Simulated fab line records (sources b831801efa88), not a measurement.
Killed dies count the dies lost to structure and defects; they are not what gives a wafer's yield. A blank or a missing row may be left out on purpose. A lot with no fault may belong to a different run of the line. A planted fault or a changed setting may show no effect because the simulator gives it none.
fab line records + flow sfqLine
[record]
- lots = 6
- wafers = 18
- lastDay = 87
route steps=325 shown C5@250 M6@251
lots untouched by any fault: they come from a run of this same line in which no faults occurred
startH: hours from the record's opening day to when the first of the lot's shown wafers began + waitH: hours since the lot's step before + " unchanged from the row above + L1.1+2: several wafers, shown together as one row + - no value, or no start was given + * or withheld: withheld + < > ~ a bound
route shown NAME@n: NAME is a module with steps in the file, n the number in the route of the first one + usual: mean/standard deviation of fault-free wafers + same: alike in all rows + chamber/n: place in a boat + sites: the reading at each site + _std_site: the values' standard deviation + _edge_site: the outer-site mean with the inner-site mean subtracted + radiusMm: how far each site lies from the wafer's centre + mask NAME#n: copy n + behind: the tool/chamber that last shaped the wafer + hold: why the lot was held/for how many hours/how that ended + device: the n, p or np transistor that did not switch + end of line: the route-end tests of the same wafers + where a step has no rows: the recipe by itself + killed: dies lost to structure and defects at the first sort, not the wafer's yield + map: shows each die of a wafer: x if killed, . if not, _ if none is there
set.NAME: the setting the step ran with; set.NAME@STEP: the setting that earlier step ran with + model.NAME: the simulator's own value behind a step, which no gauge read
lots at some steps of the route; a table a step, a row a wafer
services: from which hour (startH, from the record's first day; less than 0 if before it) a tool's chamber was out of use, for how many hours, and why
[[steps]]
[step SFQ_TRILAYER_C5_STRIP_SOLV_CLEAN_156]
[recipe]
- chemistry = NMP
- tempC = 70
- timeS = 600
[step SFQ_TRILAYER_M6_DEP_PRE_CLEAN_158]
[recipe]
- gas = Ar
- timeS = 22.5
- biasV = 250
[step SFQ_TRILAYER_M6_DEP_SPUTTER_157]
[recipe]
- material = Nb
- basePressurePa = 1.33e-06
- chamberPressurePa = 0.1333
- substrateTempC = 20
- targetThkNm = 200
- powerW = 2000
- timeS = 133.3
[usual]
- throttleValvePct = 29.6/1
| lot.wafer | tool          | chamber | startH  | waitH | throttleValvePct |
|-----------|---------------|---------|---------|-------|------------------|
| L121.1    | pvdSputter-06 | -       | 1727.01 | 0.0   | 31.3             |
| L121.3    | "             | -       | "       | "     | 30.8             |
| L121.5    | "             | -       | "       | "     | 31.3             |
| L123.2    | pvdSputter-04 | -       | 1733.16 | 0.0   | 30.4             |
| L123.4    | "             | -       | "       | "     | 29.0             |
| L123.5    | "             | -       | "       | "     | 29.0             |
| L124.1    | pvdSputter-03 | -       | 1799.88 | 0.0   | 30.3             |
| L124.2    | "             | -       | "       | "     | 27.6             |
| L124.5    | "             | -       | "       | "     | 27.8             |
| L134.1    | pvdSputter-06 | -       | 1835.88 | 0.0   | 29.0             |
| L134.2    | "             | -       | "       | "     | 31.4             |
| L134.6    | "             | -       | "       | "     | 28.9             |
| L135.2    | pvdSputter-06 | -       | 1838.28 | 0.0   | 28.9             |
| L135.4    | "             | -       | "       | "     | 31.4             |
| L135.5    | "             | -       | "       | "     | 31.0             |
| L137.4    | pvdSputter-04 | -       | 1843.08 | 0.0   | 30.5             |
| L137.5    | "             | -       | "       | "     | 29.3             |
| L137.6    | "             | -       | "       | "     | 29.2             |
[step SFQ_M6_RS_MEAS_938]
[recipe]
- thkMeasGauge = four-point-probe
- reads = Nb_of_TRILAYER_M6_DEP_SPUTTER_157
[usual]
- M6_NB_RS = 0.891/0.0087
| lot.wafer | tool         | chamber | startH  | waitH | M6_NB_RS[ohm/sq] |
|-----------|--------------|---------|---------|-------|------------------|
| L121.1    | filmMetro-04 | -       | 1727.10 | 0.0   | 0.883            |
| L121.3    | "            | -       | "       | "     | 0.875            |
| L121.5    | "            | -       | "       | "     | 0.885            |
| L123.2    | filmMetro-02 | -       | 1733.27 | 0.1   | 0.887            |
| L123.4    | "            | -       | "       | "     | 0.881            |
| L123.5    | "            | -       | "       | "     | 0.887            |
| L124.1    | filmMetro-03 | -       | 1799.97 | 0.0   | 0.895            |
| L124.2    | "            | -       | "       | "     | 0.900            |
| L124.5    | "            | -       | "       | "     | 0.899            |
| L134.1    | filmMetro-04 | -       | 1835.97 | 0.0   | 0.896            |
| L134.2    | "            | -       | "       | "     | 0.909            |
| L134.6    | "            | -       | "       | "     | 0.908            |
| L135.2    | filmMetro-04 | -       | 1838.39 | 0.1   | 0.885            |
| L135.4    | "            | -       | "       | "     | 0.885            |
| L135.5    | "            | -       | "       | "     | 0.885            |
| L137.4    | filmMetro-03 | -       | 1843.23 | 0.1   | 0.882            |
| L137.5    | "            | -       | "       | "     | 0.879            |
| L137.6    | "            | -       | "       | "     | 0.884            |
[step SFQ_TRILAYER_M6_LITHO_COAT_164]
[recipe]
- resist = BARC
- spinRpm = 3000
- resistThkNm = 62
[step SFQ_TRILAYER_M6_LITHO_COAT_159]
[recipe]
- resist = KrF
- spinRpm = 3000
- resistThkNm = 600
[step SFQ_TRILAYER_M6_LITHO_SOFTBAKE_163]
[recipe]
- tempC = withheld
- timeS = withheld
- resist = KrF
[step SFQ_TRILAYER_M6_LITHO_EXPOSE_160]
[recipe]
- maskId = M6
- na = 0.6
- sourceShape = conventional
- sigmaOuter = 0.65
- targetCdNm = 500
- doseMj = 14.4
[step SFQ_TRILAYER_M6_LITHO_PEB_162]
[recipe]
- pebTempC = 115
- pebTimeS = 60
- resist = KrF
[step SFQ_TRILAYER_M6_LITHO_DEVELOP_161]
[recipe]
- timeS = 60
- resist = KrF
[step SFQ_M6_OVL_MEAS_940]
[usual]
- M6_OVL = 0/5.2
| lot.wafer | tool       | chamber | startH  | waitH | M6_OVL[nm] |
|-----------|------------|---------|---------|-------|------------|
| L121.1    | overlay-02 | -       | 1733.07 | 0.1   | -1         |
| L121.3    | "          | -       | "       | "     | 1          |
| L121.5    | "          | -       | "       | "     | -1         |
| L123.2    | overlay-01 | -       | 1735.68 | 0.1   | -5         |
| L123.4    | "          | -       | "       | "     | -1         |
| L123.5    | "          | -       | "       | "     | 2          |
| L124.1    | overlay-01 | -       | 1809.12 | 0.1   | 8          |
| L124.2    | "          | -       | "       | "     | 5          |
| L124.5    | "          | -       | "       | "     | 6          |
| L134.1    | overlay-02 | -       | 1842.00 | 0.1   | -2         |
| L134.2    | "          | -       | "       | "     | 3          |
| L134.6    | "          | -       | "       | "     | 3          |
| L135.2    | overlay-02 | -       | 1844.41 | 0.1   | -5         |
| L135.4    | "          | -       | "       | "     | 0          |
| L135.5    | "          | -       | "       | "     | 2          |
| L137.4    | overlay-02 | -       | 1849.97 | 0.1   | -13        |
| L137.5    | "          | -       | "       | "     | -8         |
| L137.6    | "          | -       | "       | "     | -15        |
[step SFQ_TRILAYER_M6_BARC_OPEN_METAL_ETCH_206]
[recipe]
- maskMaterial = PR
- chemistry = O2
- targetDepthNm = 125
- target = BARC
- icpW = 600
- biasW = 80
- pressureMtorr = 10
- timeS = 41.7
[usual]
- biasW = 79.94/0.23
- chamberPressureMTorr = 9.998/0.012
- drypumpMotorCurrentA = 5.6/0.49
- oesProductAu = 0.685/0.0042
- runLengthS = 70.0/0.37
| lot.wafer | tool        | chamber | startH  | waitH | biasW | chamberPressureMTorr | drypumpMotorCurrentA | oesProductAu | rfHoursCounterH | runLengthS | model.KrF_of_TRILAYER_M6_LITHO_COAT_159.thkNm |
|-----------|-------------|---------|---------|-------|-------|----------------------|----------------------|--------------|-----------------|------------|-----------------------------------------------|
| L121.1    | rieMetal-03 | 0       | 1733.11 | 0.0   | 80.09 | 9.997                | 5.1                  | 0.683        | 99              | 69.7       | 521.3                                         |
| L121.3    | "           | 1       | "       | "     | 79.91 | 9.976                | 6.4                  | 0.685        | -               | 69.9       | 522.2                                         |
| L121.5    | "           | 1       | "       | "     | 79.71 | 9.982                | 6.4                  | 0.684        | -               | 69.5       | 522.3                                         |
| L123.2    | rieMetal-01 | 0       | 1735.71 | 0.0   | 80.29 | 9.994                | 5.3                  | 0.688        | 5               | 70.6       | 522.1                                         |
| L123.4    | "           | 1       | "       | "     | 80.00 | 9.999                | 5.4                  | 0.686        | -               | 70.8       | 523.2                                         |
| L123.5    | "           | 1       | "       | "     | 79.78 | 10.004               | 5.4                  | 0.684        | -               | 70.1       | 520.2                                         |
| L124.1    | rieMetal-01 | 0       | 1809.16 | 0.0   | 80.52 | 9.994                | 5.3                  | 0.684        | 16              | 70.1       | 523.8                                         |
| L124.2    | "           | 1       | "       | "     | 80.27 | 9.993                | 5.4                  | 0.679        | 95              | 70.1       | 523.8                                         |
| L124.5    | "           | 0       | "       | "     | 80.30 | 10.008               | 5.3                  | 0.685        | -               | 70.4       | 524.9                                         |
| L134.1    | rieMetal-01 | 1       | 1842.04 | 0.0   | 79.76 | 9.998                | 5.4                  | 0.693        | 101             | 70.1       | 520.1                                         |
| L134.2    | "           | 0       | "       | "     | 79.89 | 9.995                | 5.3                  | 0.693        | 22              | 70.2       | 519.8                                         |
| L134.6    | "           | 0       | "       | "     | -     | 9.996                | 5.3                  | 0.880        | -               | 59.0       | 532.1                                         |
| L135.2    | rieMetal-01 | 1       | 1844.44 | 0.0   | 79.68 | 10.002               | 5.4                  | 0.687        | 101             | 70.3       | 522.5                                         |
| L135.4    | "           | 1       | "       | "     | -     | 9.990                | 5.4                  | 0.892        | -               | 58.7       | 536.5                                         |
| L135.5    | "           | 1       | "       | "     | 79.71 | 9.996                | 5.4                  | 0.686        | -               | 70.0       | 521.9                                         |
| L137.4    | rieMetal-03 | 1       | 1850.01 | 0.0   | 80.20 | 10.002               | 6.4                  | 0.682        | -               | 69.7       | 524.4                                         |
| L137.5    | "           | 1       | "       | "     | 80.02 | 9.996                | 6.4                  | 0.685        | -               | 70.2       | 525.6                                         |
| L137.6    | "           | 0       | "       | "     | 80.31 | 10.019               | 5.1                  | 0.689        | -               | 70.2       | 523.6                                         |
[step SFQ_TRILAYER_M6_ETCH_METAL_ETCH_162]
[recipe]
- target = Nb
- stopOn = SiO2
- maskMaterial = PR
- chemistry = Cl2/Ar
- targetDepthNm = 240
- icpW = 600
- biasW = 80
- pressureMtorr = 10
- timeS = 120
[usual]
- biasW = 80.02/0.24
- chamberPressureMTorr = 10.001/0.0089
- drypumpMotorCurrentA = 5.6/0.49
- oesProductAu = 0.894/0.0064
- runLengthS = 148.3/0.38
| lot.wafer | tool        | chamber | startH  | waitH | biasW | chamberPressureMTorr | drypumpMotorCurrentA | oesProductAu | rfHoursCounterH | runLengthS | model.KrF_of_TRILAYER_M6_LITHO_COAT_159.thkNm |
|-----------|-------------|---------|---------|-------|-------|----------------------|----------------------|--------------|-----------------|------------|-----------------------------------------------|
| L121.1    | rieMetal-03 | 0       | 1733.17 | 0.0   | 79.95 | 9.995                | 5.1                  | 0.897        | 99              | 147.8      | 380.9                                         |
| L121.3    | "           | 1       | "       | "     | 80.39 | 10.002               | 6.4                  | 0.893        | -               | 147.9      | 382.6                                         |
| L121.5    | "           | 1       | "       | "     | 80.38 | 9.993                | 6.4                  | 0.897        | -               | 148.0      | 381.2                                         |
| L123.2    | rieMetal-01 | 0       | 1735.77 | 0.0   | 80.07 | 10.006               | 5.4                  | 0.905        | 5               | 148.6      | 381                                           |
| L123.4    | "           | 1       | "       | "     | 80.03 | 9.994                | 5.4                  | 0.905        | -               | 148.6      | 380.7                                         |
| L123.5    | "           | 1       | "       | "     | 79.79 | 10.002               | 5.4                  | 0.894        | -               | 148.3      | 378.7                                         |
| L124.1    | rieMetal-01 | 0       | 1809.22 | 0.0   | 79.87 | 9.993                | 5.3                  | 0.882        | 16              | 148.5      | 381.7                                         |
| L124.2    | "           | 1       | "       | "     | 80.22 | 9.997                | 5.4                  | 0.879        | 95              | 148.6      | 380.1                                         |
| L124.5    | "           | 0       | "       | "     | 80.19 | 10.008               | 5.3                  | 0.885        | -               | 148.8      | 382.7                                         |
| L134.1    | rieMetal-01 | 1       | 1842.10 | 0.0   | 79.98 | 10.018               | 5.4                  | 0.892        | 101             | 148.9      | 378.3                                         |
| L134.2    | "           | 0       | "       | "     | 80.51 | 10.012               | 5.4                  | 0.888        | 22              | 148.7      | 377.6                                         |
| L134.6    | "           | 0       | "       | "     | 80.14 | 9.997                | 5.4                  | 0.882        | -               | 148.7      | 389.2                                         |
| L135.2    | rieMetal-01 | 1       | 1844.50 | 0.0   | 79.70 | 9.993                | 5.4                  | 0.903        | 101             | 148.8      | 380.7                                         |
| L135.4    | "           | 1       | "       | "     | 79.69 | 10.000               | 5.4                  | 0.906        | -               | 148.5      | 395.8                                         |
| L135.5    | "           | 1       | "       | "     | 79.80 | 9.998                | 5.4                  | 0.897        | -               | 148.8      | 380.4                                         |
| L137.4    | rieMetal-03 | 1       | 1850.09 | 0.1   | 79.68 | 10.013               | 6.4                  | 0.902        | -               | 148.0      | 383.8                                         |
| L137.5    | "           | 1       | "       | "     | 80.14 | 10.015               | 6.4                  | 0.897        | -               | 147.9      | 384.4                                         |
| L137.6    | "           | 0       | "       | "     | 80.26 | 9.990                | 5.1                  | 0.900        | -               | 148.1      | 382.4                                         |
[step SFQ_TRILAYER_M6_STRIP_STRIP_163]
[recipe]
- gas = O2
- powerW = 200
- platenTempC = 40
- overashFraction = 0.65
- chemistry = O2
- pressureMtorr = 50
[usual]
- chamberPressureMTorr = 50.00/0.05
- drypumpMotorCurrentA = 5.6/0.49
- oesProductAu = 0.999/0.0077
| lot.wafer | tool        | chamber | startH  | waitH | chamberPressureMTorr | drypumpMotorCurrentA | oesProductAu | rfHoursCounterH |
|-----------|-------------|---------|---------|-------|----------------------|----------------------|--------------|-----------------|
| L121.1    | rieMetal-03 | 0       | 1733.29 | 0.1   | 50.03                | 5.1                  | 0.991        | 100             |
| L121.3    | "           | 1       | "       | "     | 50.03                | 6.4                  | 1.006        | -               |
| L121.5    | "           | 1       | "       | "     | 50.04                | 6.4                  | 1.003        | -               |
| L123.2    | rieMetal-01 | 0       | 1735.90 | 0.1   | 49.98                | 5.3                  | 1.005        | 6               |
| L123.4    | "           | 1       | "       | "     | 49.98                | 5.4                  | 1.019        | -               |
| L123.5    | "           | 1       | "       | "     | 50.10                | 5.4                  | 1.012        | -               |
| L124.1    | rieMetal-01 | 0       | 1809.34 | 0.1   | 49.92                | 5.3                  | 0.999        | 16              |
| L124.2    | "           | 1       | "       | "     | 49.96                | 5.4                  | 1.004        | 95              |
| L124.5    | "           | 0       | "       | "     | 49.96                | 5.3                  | 1.001        | -               |
| L134.1    | rieMetal-01 | 1       | 1842.22 | 0.1   | 50.05                | 5.4                  | 1.008        | 101             |
| L134.2    | "           | 0       | "       | "     | 49.93                | 5.4                  | 0.992        | 22              |
| L134.6    | "           | 0       | "       | "     | 49.96                | 5.4                  | 1.003        | -               |
| L135.2    | rieMetal-01 | 1       | 1844.62 | 0.1   | 49.99                | 5.4                  | 1.005        | 102             |
| L135.4    | "           | 1       | "       | "     | 50.03                | 5.4                  | 1.010        | -               |
| L135.5    | "           | 1       | "       | "     | 49.91                | 5.4                  | 1.005        | -               |
| L137.4    | rieMetal-03 | 1       | 1850.37 | 0.2   | 50.03                | 6.4                  | 0.988        | -               |
| L137.5    | "           | 1       | "       | "     | 50.00                | 6.4                  | 0.996        | -               |
| L137.6    | "           | 0       | "       | "     | 50.08                | 5.1                  | 0.994        | -               |
[[services]]
| tool          | chamber | startH  | hours | kind                  |
|---------------|---------|---------|-------|-----------------------|
| pvdSputter-04 | 2       | 1708.42 | -     | consumableReplace:kit |
| pvdSputter-04 | 2       | 1708.42 | 18.0  | scheduledDown         |
| pvdSputter-04 | 2       | 1708.42 | 18.0  | ventCycle             |
| pvdSputter-03 | 3       | 1792.11 | -     | consumableReplace:kit |
| pvdSputter-03 | 3       | 1792.11 | 18.0  | scheduledDown         |
| pvdSputter-03 | 3       | 1792.11 | 18.0  | ventCycle             |
| rieMetal-03   | -       | 1817.67 | 0.1   | repair                |
| pvdSputter-04 | -       | 1817.90 | 0.5   | repair                |
[[key]]
[firstSign]
- step = SFQ_TRILAYER_M6_BARC_OPEN_METAL_ETCH_206
- reading = oesProductAu
- direction = up
- sigmas = 48
- usual = 0.685
- struck = 0.886
[effect]
- step = SFQ_TRILAYER_M6_BARC_OPEN_METAL_ETCH_206
- reading = runLengthS
- direction = down
- sigmas = 30
- usual = *
- struck = *
[modelEffect]
- step = SFQ_TRILAYER_M6_BARC_OPEN_METAL_ETCH_206
- value = KrF_of_TRILAYER_M6_LITHO_COAT_159.thkNm
- without = 519.7
- struck = 534.3
[modelEffect]
- step = SFQ_TRILAYER_M6_ETCH_METAL_ETCH_162
- value = KrF_of_TRILAYER_M6_LITHO_COAT_159.thkNm
- without = 377.8
- struck = 392.5
metAt SFQ_TRILAYER_M6_BARC_OPEN_METAL_ETCH_206
struckWafers L134.6,L135.4
onsetBetween 1809.16 1842.04
[fault]
- kind = processParameterDrift
- tool = rieMetal-01
- chamber = -
- onsetH = 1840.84
- steps = SFQ_TRILAYER_M6_BARC_OPEN_METAL_ETCH_206
- channel = timeS
- offset = *
- shape = step
- endH = 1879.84
- scope = struckWafersOnly
- actsIn = *
- stated = *
